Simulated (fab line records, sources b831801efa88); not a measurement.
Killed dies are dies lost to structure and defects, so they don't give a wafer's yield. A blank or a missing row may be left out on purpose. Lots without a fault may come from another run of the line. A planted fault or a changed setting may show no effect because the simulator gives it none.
Which tool did it? | flow sky130 | 6 lots, 18 wafers sampled, at 3 steps of a route of 708

WHAT THE GAUGES READ, wafer by wafer
SKY_VT_ADJUST_PCH_TW_MEAS_10.
lot  | measured     | on            | VT_ADJUST_PCH_TW
L754 | day 10 23:02 | film_metro-02 | 143.5 142.5 142.8
L756 | day 11 09:37 | film_metro-03 | 145.1 145.0 144.5
L759 | day 12 11:41 | film_metro-04 | 143.5 142.9 143.8
L761 | day 14 03:20 | film_metro-03 | 144.9 144.1 144.3
L772 | day 16 22:14 | film_metro-03 | 138.1 138.0 138.0
L775 | day 17 15:35 | film_metro-04 | 143.1 144.2 143.7

WHICH TOOL RAN EACH LOT (tool, then ch and the chambers of the sampled wafers, then the start)
lot  | SKY_VT_ADJUST_HVTP_STRIP_10          | SKY_VT_ADJUST_PCH_IMPLANT_08
L754 | plasma_asher-01 ch 0,1, day 6 13:17  | implanter-02 ch 0, day 10 22:49
L756 | plasma_asher-04 ch 0,1, day 6 23:28  | implanter-02 ch 0, day 11 09:22
L759 | plasma_asher-04 ch 0,1, day 7 23:34  | implanter-02 ch 0, day 12 11:28
L761 | plasma_asher-02 ch 0,1, day 9 05:08  | implanter-02 ch 0, day 14 03:08
L772 | plasma_asher-04 ch 0,1, day 11 10:40 | implanter-02 ch 0, day 16 21:59
L775 | plasma_asher-04 ch 0, day 12 02:34   | implanter-04 ch 0, day 17 15:20
- SKY_VT_ADJUST_HVTP_STRIP_10: strips in O2/N2.
- SKY_VT_ADJUST_PCH_IMPLANT_08

THE ANSWER, worked out from the rows above alone
Rule: what is usual is taken from the lots themselves. Put in order of their means at a reading, lots are off if they are a third of the lots or fewer, leave a main group of 4 or more, and stand apart from it by a gap of 3 or more times the standard deviation of the main group's means; of several such gaps the widest counts. A main group whose means are all the same, to the digits that the tables above print for the reading, isn't used. A lot without any number at a reading at which 4 lots or more have one is off too. The other lots that the step has rows for count as sound.
Off: L772, at SKY_VT_ADJUST_PCH_TW_MEAS_10 (VT_ADJUST_PCH_TW). The main group: mean 143.9, standard deviation 0.7.
A tool fits if, at a process step before that reading, it ran every lot that is off, and no sound lot after the first of them. The gauges at SKY_VT_ADJUST_PCH_TW_MEAS_10 are tried like those tools. Can't be told from this: 2 tools fit, implanter-02 at SKY_VT_ADJUST_PCH_IMPLANT_08, film_metro-03 at SKY_VT_ADJUST_PCH_TW_MEAS_10.

WHAT THE SIMULATOR HAD PUT IN
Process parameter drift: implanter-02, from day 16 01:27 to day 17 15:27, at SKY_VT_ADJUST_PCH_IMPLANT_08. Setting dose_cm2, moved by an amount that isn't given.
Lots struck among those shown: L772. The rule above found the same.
